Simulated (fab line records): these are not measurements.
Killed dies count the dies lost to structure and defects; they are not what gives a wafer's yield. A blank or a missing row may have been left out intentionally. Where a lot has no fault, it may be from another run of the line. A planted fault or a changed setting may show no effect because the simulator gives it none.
One fault seen from 2 desks -- flow sky130 -- each desk holds nothing but its own numbers, with what lay behind them at the end

## THE METROLOGY DESK
Means of the sampled wafers that have a number, per lot and without regard to the tool the lot ran on: this is what the gauges read. Marked OUT: a lot whose mean sits more than 4 standard deviations from the usual mean, which makes it out of limits; the brackets give that distance.
Columns: A = LDD_P_TW at SKY_LDD_P_TW_MEAS_11, usual 635; B = LDD_HVN_OVL at SKY_LDD_HVN_OVL_MEAS_07, usual -1.3 nm
lot,first seen here,A,B
L548,day 18 08:55,637,0.6
L549,day 18 23:50,638,-3.9
L551,day 19 20:38,636,-1.2
L553,day 21 06:59,640,0.1
L554,day 21 16:25,631,0.6
L555,day 21 20:25,640,-1.2
L556,day 22 12:34,637,-2.1
L558,day 22 18:17,633,-1.4
L561,day 23 19:02,636,-4.3
L562,day 24 01:44,30 (-99 or more) OUT,4.3
L568,day 26 22:56,628,-1.5
L570,day 27 16:29,637,-2.9
L571,day 27 23:22,630,-2.6
This desk finds L562 out of limits, with the earliest case on L562 at day 24 01:44 (LDD_P_TW at SKY_LDD_P_TW_MEAS_11). In limits: L548, L549, L551, L553, L554, L555, L556, L558, L561, L568, L570, L571.

## FOR THE TOOL OWNER'S DESK: plasma asher-02
The tool's own readings at SKY_LDD_N_STRIP_16 (strips in O2/N2): means of the sampled wafers that have a number, for each lot that ran on this tool. Marked OUT: a lot whose mean sits more than 4 standard deviations from the usual mean, which makes it out of limits; the brackets give that distance.
Columns: A = chamber pressure mTorr at SKY_LDD_N_STRIP_16, usual 1499.9 mTorr; B = drypump motor current A at SKY_LDD_N_STRIP_16, usual 5.89 A; C = oes product au at SKY_LDD_N_STRIP_16, usual 0.408 a.u.; D = strip time to endpoint s at SKY_LDD_N_STRIP_16, usual 4.311 s
lot,first seen here,A,B,C,D
L548,day 17 03:01,1498.5,5.93,0.411,4.304
L554,day 20 10:18,1499.2,5.92,0.410,4.316
L555,day 20 13:57,1500.1,6.05,0.408,4.336
L556,day 21 05:18,1499.5,6.03,0.404,4.306
L561,day 22 12:59,1498.9,5.94,0.410,4.299
L562,day 22 19:34,1516.6 (+13) OUT,5.92,0.593 (+38) OUT,-
L571,day 26 19:10,1500.1,5.93,0.406,4.322
This desk's verdict: out of limits on L562, starting with L562 at day 22 19:34 (chamber pressure mTorr at SKY_LDD_N_STRIP_16). In limits: L548, L554, L555, L556, L561, L571.

## BROUGHT TOGETHER
The tool owner's desk could have raised an alarm at day 22 19:34, on L562.
L562 would have let the metrology desk raise an alarm at day 24 01:44.
The lots listed all ran SKY_LDD_N_STRIP_16 on plasma asher-02.

## WHAT THE SIMULATOR HAD PUT IN
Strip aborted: plasma asher-02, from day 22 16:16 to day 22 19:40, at SKY_LDD_N_STRIP_16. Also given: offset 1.
Struck lots among those shown: L562.
Counting hours from when the fault started, the first reading out of limits came at 3 for the tool owner's desk and at 33 for the metrology desk.
